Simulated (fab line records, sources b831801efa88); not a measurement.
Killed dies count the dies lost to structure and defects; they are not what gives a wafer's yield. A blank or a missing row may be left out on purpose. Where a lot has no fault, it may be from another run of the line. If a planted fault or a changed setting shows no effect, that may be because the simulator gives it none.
The tool behind it: which one?    flow gf180mcu    Sampling: 14 lots, 42 wafers, 5 of 602 route steps

== WHAT EACH GAUGE READ, for each wafer ==
GF_NWELL_TW_MEAS_11. Usual: NWELL_TW typically reads 1575, with standard deviation 15.
lot   measured     on            NWELL_TW        flag
L106  day 3 10:39  filmMetro-02  1560 1560 1558  
L107  day 3 13:22  filmMetro-02  1564 1564 1566  
L108  day 3 18:40  filmMetro-02  1564 1562 1558  
L109  day 3 22:48  filmMetro-03  1568 1557 1560  
L110  day 4 06:15  filmMetro-04  1590 1600 1597  
L111  day 4 10:44  filmMetro-02  1576 1574 1567  
L112  day 4 15:52  filmMetro-04  1597 1601 1595  
L113  day 4 23:52  filmMetro-04  1586 1586 1591  
L114  day 5 04:17  filmMetro-02  1575 1569 1566  
L115  day 5 13:27  filmMetro-04  1587 1587 1598  
L116  day 5 17:46  filmMetro-04  1591 1590 1593  
L117  day 5 21:55  filmMetro-04  1588 1590 1589  
L121  day 6 21:19  filmMetro-03  1572 1573 1566  
L123  day 7 07:22  filmMetro-03  1571 1572 1561  

GF_VT_IMPLANT_TW_MEAS_10. Usual: VT_IMPLANT_TW typically reads 565, with standard deviation 5.5.
lot   measured      on            VT_IMPLANT_TW  flag
L106  day 5 19:40   filmMetro-01  567 569 569    
L107  day 5 21:04   filmMetro-01  569 571 569    
L108  day 6 03:49   filmMetro-01  570 571 572    
L109  day 6 08:41   filmMetro-01  569 571 572    
L110  day 6 17:47   filmMetro-02  557 561 560    
L111  day 6 22:16   filmMetro-02  557 558 556    
L112  day 7 03:46   filmMetro-03  564 559 559    
L113  day 7 13:01   filmMetro-03  559 559 563    
L114  day 7 17:29   filmMetro-01  574 571 569    
L115  day 8 04:35   filmMetro-01  571 571 570    
L116  day 8 07:13   filmMetro-03  566 568 570    
L117  day 8 15:10   filmMetro-03  565 564 564    
L121  day 9 16:40   filmMetro-01  30 30 30       OFF
L123  day 10 04:25  filmMetro-03  30 30 30       OFF

GF_HV_LDD_TW_MEAS_23. Usual: HV_LDD_2_TW typically reads 1054, with standard deviation 7.4.
lot   measured      on            HV_LDD_2_TW     flag
L106  day 11 00:31  filmMetro-03  1055 1057 1057  
L107  day 11 03:59  filmMetro-02  1044 1046 1049  
L108  day 11 15:14  filmMetro-03  1056 1059 1056  
L109  day 11 15:55  filmMetro-04  1075 1064 1070  
L110  day 12 11:37  filmMetro-03  1048 1046 1049  
L111  day 12 09:22  filmMetro-02  1044 1043 1049  
L112  day 12 15:20  filmMetro-02  1045 1048 1043  
L113  day 13 01:21  filmMetro-02  1050 1052 1052  
L114  day 13 06:04  filmMetro-02  1052 1051 1049  
L115  day 13 20:20  filmMetro-02  1048 1051 1050  
L116  day 14 04:16  filmMetro-02  1050 1052 1049  
L117  day 14 12:44  filmMetro-04  1063 1058 1059  

== EACH LOT AND THE TOOL THAT RAN IT (in order: tool; ch and the chambers of the sampled wafers; start) ==
lot   GF_MVSD_STRIP_10                    GF_VT_IMPLANT_DEVELOP_06
L106  plasmaAsher-01 ch 0,1, day 4 13:57  lithoTrack-04 ch 0, day 5 19:13
L107  plasmaAsher-01 ch 0, day 4 15:54    lithoTrack-02 ch 0, day 5 20:38
L108  plasmaAsher-01 ch 0,1, day 4 21:40  lithoTrack-03 ch 0, day 6 03:25
L109  plasmaAsher-02 ch 0,1, day 5 03:00  lithoTrack-03 ch 0, day 6 08:16
L110  plasmaAsher-02 ch 0,1, day 5 11:29  lithoTrack-03 ch 0, day 6 17:22
L111  plasmaAsher-02 ch 0,1, day 5 16:17  lithoTrack-03 ch 0, day 6 21:53
L112  plasmaAsher-01 ch 1, day 5 20:30    lithoTrack-04 ch 0, day 7 03:20
L113  plasmaAsher-01 ch 0,1, day 6 04:57  lithoTrack-02 ch 0, day 7 12:35
L114  plasmaAsher-01 ch 0,1, day 6 10:09  lithoTrack-03 ch 0, day 7 17:04
L115  plasmaAsher-01 ch 0, day 6 19:36    lithoTrack-03 ch 0, day 8 04:10
L116  plasmaAsher-01 ch 0,1, day 6 23:53  lithoTrack-02 ch 0, day 8 06:47
L117  plasmaAsher-01 ch 0,1, day 7 05:34  lithoTrack-02 ch 0, day 8 14:46
L121  plasmaAsher-01 ch 0,1, day 8 06:00  lithoTrack-02 ch 0, day 9 16:14
L123  plasmaAsher-02 ch 0,1, day 8 16:30  lithoTrack-02 ch 0, day 10 03:59
- GF_MVSD_STRIP_10: strips in O2/N2.
- GF_VT_IMPLANT_DEVELOP_06: develop time 60 s.

== AS READ BY THE TOOLS THEMSELVES (means over the sampled wafers that have a number; for cases with no such wafer, the mark the record gives instead) ==
GF_MVSD_STRIP_10. Usual: drypumpMotorCurrentA 5.6 A, standard deviation 0.51; heaterPowerW 326 W, standard deviation 25; o2FlowSccm 2999 sccm, standard deviation 9.1; oesProductAu 0.723 a.u., standard deviation 0.0045; stripTimeToEndpointS 36.99 s, standard deviation 0.098.
lot   tool            drypumpMotorCurrentA (A)  heaterPowerW (W)  o2FlowSccm (sccm)  oesProductAu (a.u.)  stripTimeToEndpointS (s)  flag
L106  plasmaAsher-01  5.5                       347               2994               0.720                37.01                     
L107  plasmaAsher-01  5.0                       330               3000               0.719                37.17                     
L108  plasmaAsher-01  5.2                       339               2999               0.727                37.02                     
L109  plasmaAsher-02  6.2                       298               2993               0.721                36.92                     
L110  plasmaAsher-02  6.2                       294               2996               0.725                37.02                     
L111  plasmaAsher-02  6.3                       290               2994               0.719                37.00                     
L112  plasmaAsher-01  5.7                       356               2995               0.722                36.84                     
L113  plasmaAsher-01  5.2                       337               3002               0.722                36.98                     
L114  plasmaAsher-01  5.2                       334               3011               0.724                36.96                     
L115  plasmaAsher-01  5.0                       325               3002               0.722                37.11                     
L116  plasmaAsher-01  5.2                       334               3006               0.723                36.93                     
L117  plasmaAsher-01  5.4                       341               3002               0.722                36.98                     
L121  plasmaAsher-01  5.5                       342               3001               0.726                36.88                     
L123  plasmaAsher-02  6.2                       297               3000               0.721                36.96                     

GF_VT_IMPLANT_DEVELOP_06. Usual: chillPlateTempC at 23.00 C, with a standard deviation of 0.1.
lot   tool           chillPlateTempC (C)  flag
L106  lithoTrack-04  22.92                
L107  lithoTrack-02  23.13                
L108  lithoTrack-03  23.08                
L109  lithoTrack-03  23.03                
L110  lithoTrack-03  23.04                
L111  lithoTrack-03  23.08                
L112  lithoTrack-04  23.02                
L113  lithoTrack-02  22.89                
L114  lithoTrack-03  23.01                
L115  lithoTrack-03  23.14                
L116  lithoTrack-02  22.99                
L117  lithoTrack-02  22.94                
L121  lithoTrack-02  22.97                
L123  lithoTrack-02  22.90                

== THE ANSWER, worked out from the rows above alone ==
Rule: a lot counts as off when the mean over its wafers that have a number is more than 3 standard deviations away from the usual mean. Also off: a lot with no number at a reading for which 4 or more lots have one. Any other lot the step has rows for is counted as sound. The gauges are gone through in route order, then the tools' own readings, and for those a lot's mean is taken as printed above. The first step at which some lot is off is used, and at that step the reading that is off furthest; a lot without a number counts as furthest.
Off: L121, L123, at GF_VT_IMPLANT_TW_MEAS_10 (VT_IMPLANT_TW).
If a tool, at a process step before that reading, ran all the lots that are off and no sound lot after the first of them, it fits. Gauges at GF_VT_IMPLANT_TW_MEAS_10: tried the same way as those tools. One candidate fits, namely lithoTrack-02 at GF_VT_IMPLANT_DEVELOP_06. A fault onset in the window from L117 (day 8 14:46, its last sound lot) to L121 (day 9 16:14, its first lot off) fits.

== WHAT THE SIMULATOR PUT IN ==
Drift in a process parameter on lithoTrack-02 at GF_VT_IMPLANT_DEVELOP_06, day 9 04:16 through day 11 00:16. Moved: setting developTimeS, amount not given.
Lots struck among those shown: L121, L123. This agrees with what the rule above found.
